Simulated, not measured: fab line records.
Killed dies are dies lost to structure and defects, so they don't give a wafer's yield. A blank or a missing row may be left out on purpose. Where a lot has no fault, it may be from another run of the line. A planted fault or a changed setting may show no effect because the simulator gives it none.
2 desks looking at one fault    flow sky130    numbers are kept per desk, each desk with only its own; the story behind them comes last
Where a reading is given only as a bound, like >300, the bound stands for it, and a mean or a difference that rests on one is marked > or <: the true number lies beyond.

AT THE METROLOGY DESK
What the gauges read for every lot (on any tool): the sampled wafers with a number, averaged. Marked OUT: a lot whose mean sits more than 4 standard deviations from the usual mean, which makes it out of limits; the brackets give that distance.
Columns: A = cdNm at SKY_LDD_P_CD_MEAS_07, usual 380.4 nm; B = LOCAL_INTERCONNECT_TIN_RS at SKY_LOCAL_INTERCONNECT_RS_MEAS_01, usual 14.16 ohm/sq; C = LOCAL_INTERCONNECT_TIN_THK at SKY_LOCAL_INTERCONNECT_THK_MEAS_02, usual 102.9 nm
lot   first seen here  A      B      C
L857  day 20 07:59     384.0  14.14  103.3
L859  day 20 18:44     379.8  14.47  100.9
L861  day 21 12:11     381.4  14.02  102.9
L863  day 22 11:41     380.2  13.95  104.7
L864  day 22 23:19     380.2  14.07  103.8
L865  day 23 00:36     382.2  14.09  103.6
L866  day 24 02:56     377.8  14.16  102.6
L867  day 24 05:12     382.1  14.38  100.7
L869  day 24 14:56     379.3  13.95  104.5
L870  day 24 20:11     381.6  -      <0.0 (-99 or more) OUT
L871  day 24 23:26     381.1  -      <0.0 (-99 or more) OUT
Finding of this desk: L870, L871 out of limits, first seen on L870 at day 34 10:43 (LOCAL_INTERCONNECT_TIN_THK at SKY_LOCAL_INTERCONNECT_THK_MEAS_02). L857, L859, L861, L863, L864, L865, L866, L867, L869 stayed within limits.

THE TOOL OWNER'S DESK: pvdSputter-01
The tool's own readings at SKY_LOCAL_INTERCONNECT_SPUTTER_00 (material TiN, target thk 100 nm, time 83.3 s): means of the sampled wafers that have a number, for each lot that ran on this tool. Marked OUT: a lot whose mean sits more than 4 standard deviations from the usual mean, which makes it out of limits; the brackets give that distance.
Columns: A = cathodeDcPowerW at SKY_LOCAL_INTERCONNECT_SPUTTER_00, usual 6499.9 W; B = chamberPressurePa at SKY_LOCAL_INTERCONNECT_SPUTTER_00, usual 0.4000 Pa; C = throttleValvePct at SKY_LOCAL_INTERCONNECT_SPUTTER_00, usual 30.3 %
lot   first seen here  A       B       C
L857  day 30 07:24     6500.3  0.3996  30.0
L859  day 30 19:24     6499.2  0.4006  30.6
L861  day 31 10:00     6501.6  0.3999  30.3
L865  day 32 19:56     6499.9  0.3991  30.4
This desk found nothing out of limits on any of the 4 lots.

BROUGHT TOGETHER
Metrology desk: alarm possible at day 34 10:43 on L870, L871.
The desk of the tool owner found nothing out of limits.
The tool owner's desk has no number on record for L870, L871.
Every lot named ran SKY_LOCAL_INTERCONNECT_SPUTTER_00 on pvdSputter-01.

WHAT HAD BEEN PUT IN BY THE SIMULATOR
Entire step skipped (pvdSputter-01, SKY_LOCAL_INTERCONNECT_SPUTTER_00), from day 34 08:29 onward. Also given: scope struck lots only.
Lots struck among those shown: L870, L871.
Time in hours between the start of the fault and the first out-of-limits reading at each desk: metrology desk, 2.
